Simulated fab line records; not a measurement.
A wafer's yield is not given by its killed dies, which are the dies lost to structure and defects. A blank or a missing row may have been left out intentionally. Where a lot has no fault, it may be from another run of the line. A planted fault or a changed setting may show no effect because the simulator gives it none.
Which tool did it? ; flow gf180mcu ; 6 lots, 18 wafers sampled, at 4 steps of a route of 602

== WHAT THE GAUGES READ, wafer by wafer ==
GF_V5_THK_MEAS_03.
lot;measured;on;V5_CVD_02_THK (nm)
L967;day 27 19:03;film_metro-04;1461 1494 1483
L969;day 28 09:35;film_metro-04;1441 1466 1438
L972;day 29 17:44;film_metro-04;1451 1462 1460
L979;day 31 04:28;film_metro-03;1440 1449 1440
L980;day 31 14:41;film_metro-02;1389 1353 1360
L984;day 32 15:57;film_metro-03;1442 1444 1466

== EACH LOT AND THE TOOL THAT RAN IT (in order: tool; ch and the chambers of the sampled wafers; start) ==
lot;GF_V4_STRIP_18;GF_V4_SPUTTER_21;GF_V5_CVD_02
L967;plasma_asher-03 ch 0,1, day 25 23:55;pvd_sputter-04, day 26 00:27;pecvd-03 ch 0,2, day 27 18:56
L969;plasma_asher-02 ch 0,1, day 26 15:22;pvd_sputter-04, day 26 15:52;pecvd-02 ch 0,1,2, day 28 09:30
L972;plasma_asher-03 ch 0,1, day 28 00:47;pvd_sputter-04, day 28 01:19;pecvd-01 ch 0,1, day 29 17:38
L979;plasma_asher-04 ch 0,1, day 29 15:13;pvd_sputter-03, day 29 15:43;pecvd-01 ch 0,1, day 31 04:20
L980;plasma_asher-04 ch 0,1, day 29 23:56;pvd_sputter-02, day 30 00:28;pecvd-03 ch 0,1,2, day 31 14:34
L984;plasma_asher-03 ch 0,1, day 31 04:08;pvd_sputter-04, day 31 04:41;pecvd-01 ch 0,1,2, day 32 15:50
- GF_V4_STRIP_18: strips in O2/N2.
- GF_V4_SPUTTER_21: material Ti, target thk 15 nm, time 80.02 s.
- GF_V5_CVD_02: deposits SiO2 from TEOS, target thk 1450 nm, time 163.28 s.

== THE ANSWER, worked out from the rows above alone ==
Rule: what is usual is taken from the lots themselves. The widest of any qualifying gaps counts: lots, ordered by their means at a reading, are off when they make up no more than a third of the lots, leave a main group of 4 or more, and stand apart from it by 3 or more times the standard deviation of that group's means. A main group whose means are all the same, to the digits that the tables above print for the reading, isn't used. A lot without any number at a reading at which 4 lots or more have one is off too. Where the step has rows for the other lots, those lots are counted as sound.
Off: L980, at GF_V5_THK_MEAS_03 (V5_CVD_02_THK). The main group: mean 1456 nm, standard deviation 13.
A tool fits if, at a process step before that reading, it ran every lot that is off, and no sound lot after the first of them. Gauges at GF_V5_THK_MEAS_03: tried the same way as those tools. Can't be told from this: 4 tools fit, plasma_asher-04 at GF_V4_STRIP_18, pvd_sputter-02 at GF_V4_SPUTTER_21, pecvd-03 at GF_V5_CVD_02, film_metro-02 at GF_V5_THK_MEAS_03.

== WHAT WAS PUT IN BY THE SIMULATOR ==
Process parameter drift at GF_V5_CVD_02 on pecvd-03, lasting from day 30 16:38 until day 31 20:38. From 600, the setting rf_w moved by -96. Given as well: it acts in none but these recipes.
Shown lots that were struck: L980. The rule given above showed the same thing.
